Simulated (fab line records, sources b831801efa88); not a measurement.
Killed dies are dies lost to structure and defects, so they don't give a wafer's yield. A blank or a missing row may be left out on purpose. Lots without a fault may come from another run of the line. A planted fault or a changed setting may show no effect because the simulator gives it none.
Tool commonality check | flow gf180mcu | 13 lots, 39 wafers sampled

WHY IT WAS OPENED
At GF_M4_OVL_MEAS_15 the reading M4_OVL is flagged on 2 of 13 lots. Wafers without a fault read -1 nm, standard deviation 6.1.
Rule: a lot is flagged when every wafer of it that has a number lies more than 4 standard deviations from that mean, or none has a number. The other lots count as sound.

lot  | measured     | on         | M4_OVL (nm), wafer by wafer | flag
L689 | day 23 17:16 | overlay-02 | 2 -2 3                      |
L690 | day 24 03:39 | overlay-02 | -5 1 -3                     |
L691 | day 24 08:34 | overlay-01 | 0 -8 -2                     |
L692 | day 25 00:58 | overlay-01 | -2 7 2                      |
L693 | day 25 01:18 | overlay-02 | -11 -6 -9                   |
L694 | day 25 10:52 | overlay-01 | 1 1 0                       |
L696 | day 26 04:10 | overlay-02 | -6 -2 -11                   |
L698 | day 26 18:00 | overlay-01 | 45 35 45                    | FLAGGED
L699 | day 27 01:58 | overlay-02 | 2 5 7                       |
L704 | day 28 22:49 | overlay-01 | 38 32 39                    | FLAGGED
L707 | day 29 22:36 | overlay-01 | -1 5 1                      |
L710 | day 30 11:17 | overlay-01 | 3 13 6                      |
L711 | day 30 19:08 | overlay-02 | -4 2 0                      |
The numbers of the flagged lots are 39 nm on average: +40 nm against the usual, or +7 standard deviations.

WHICH TOOL RAN EACH LOT
The record holds 3 process steps before the reading, out of a route of 602 steps. In each cell: the tool, then ch and the chambers that the sampled wafers went through, then the start.
lot  | flag    | GF_V3_CVD_23                  | GF_M4_SPUTTER_00             | GF_M4_EXPOSE_11
L689 |         | cvd_w-01 ch 0,1, day 22 17:36 | pvd_sputter-02, day 22 18:09 | krf_scanner-01 ch 0, day 23 05:44
L690 |         | cvd_w-01 ch 0,1, day 23 04:43 | pvd_sputter-02, day 23 05:19 | krf_scanner-01 ch 0, day 23 17:00
L691 |         | cvd_w-02 ch 0,1, day 23 08:47 | pvd_sputter-02, day 23 09:23 | krf_scanner-02 ch 0, day 23 21:56
L692 |         | cvd_w-01 ch 0,1, day 24 01:50 | pvd_sputter-03, day 24 02:26 | krf_scanner-01 ch 0, day 24 14:07
L693 |         | cvd_w-02 ch 0,1, day 24 02:31 | pvd_sputter-04, day 24 03:07 | krf_scanner-02 ch 0, day 24 14:21
L694 |         | cvd_w-02 ch 0,1, day 24 12:34 | pvd_sputter-04, day 24 13:07 | krf_scanner-02 ch 0, day 25 00:32
L696 |         | cvd_w-02 ch 0,1, day 25 06:13 | pvd_sputter-02, day 25 06:48 | krf_scanner-01 ch 0, day 25 18:03
L698 | FLAGGED | cvd_w-02 ch 0, day 25 20:11   | pvd_sputter-02, day 25 20:54 | krf_scanner-02 ch 0, day 26 07:24
L699 |         | cvd_w-01 ch 1, day 26 04:50   | pvd_sputter-03, day 26 05:26 | krf_scanner-01 ch 0, day 26 16:14
L704 | FLAGGED | cvd_w-01 ch 0,1, day 28 02:01 | pvd_sputter-04, day 28 02:34 | krf_scanner-02 ch 0, day 28 13:01
L707 |         | cvd_w-01 ch 0,1, day 29 03:11 | pvd_sputter-03, day 29 03:47 | krf_scanner-01 ch 0, day 29 13:56
L710 |         | cvd_w-01 ch 0,1, day 29 16:17 | pvd_sputter-03, day 29 16:50 | krf_scanner-01 ch 0, day 30 02:18
L711 |         | cvd_w-02 ch 0,1, day 30 01:04 | pvd_sputter-04, day 30 01:40 | krf_scanner-01 ch 0, day 30 11:06
What these steps do:
- GF_V3_CVD_23: deposits W, target thk 350 nm, time 104.9 s.
- GF_M4_SPUTTER_00: material Ti, target thk 37.5 nm, time 150 s.
- GF_M4_EXPOSE_11: exposes mask Metal4, target cd 280 nm.
- GF_M4_OVL_MEAS_15

FLAGGED OVER TOTAL, TOOL BY TOOL (the gauges that took the reading come last)
step              | tool           | lots run | flagged | share of the flagged lots | sound lots run after its first flagged lot
GF_V3_CVD_23      | cvd_w-01       | 7        | 1       | some                      | 2 (L707,L710)
GF_V3_CVD_23      | cvd_w-02       | 6        | 1       | some                      | 1 (L711)
GF_M4_SPUTTER_00  | pvd_sputter-02 | 5        | 1       | some                      | 0
GF_M4_SPUTTER_00  | pvd_sputter-03 | 4        | 0       | none                      | -
GF_M4_SPUTTER_00  | pvd_sputter-04 | 4        | 1       | some                      | 1 (L711)
GF_M4_EXPOSE_11   | krf_scanner-01 | 8        | 0       | none                      | -
GF_M4_EXPOSE_11   | krf_scanner-02 | 5        | 2       | all                       | 0
GF_M4_OVL_MEAS_15 | overlay-01     | 7        | 2       | all                       | 2 (L707,L710)
GF_M4_OVL_MEAS_15 | overlay-02     | 6        | 0       | none                      | -

WHAT THE TABLE ALLOWS
2 rows of the table ran every flagged lot: krf_scanner-02 at GF_M4_EXPOSE_11, overlay-01 at GF_M4_OVL_MEAS_15.
- krf_scanner-02 at GF_M4_EXPOSE_11: 2 of its 5 lots flagged. Its last sound lot is L694 (day 25 00:32), its first flagged lot L698 (day 26 07:24): a fault that began between those two fits.
- overlay-01 at GF_M4_OVL_MEAS_15: 2 of its 7 lots flagged. Sound lots ran on it after the first flagged one (L707, L710), which a lasting fault on the whole tool wouldn't allow.
One tool is left: krf_scanner-02 at GF_M4_EXPOSE_11.

WHAT THE SIMULATOR HAD PUT IN
Scanner matching overlay: krf_scanner-02, from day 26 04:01 on, at GF_M4_EXPOSE_11. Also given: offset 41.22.
Lots struck among those shown: L698, L704. The rule above found the same.
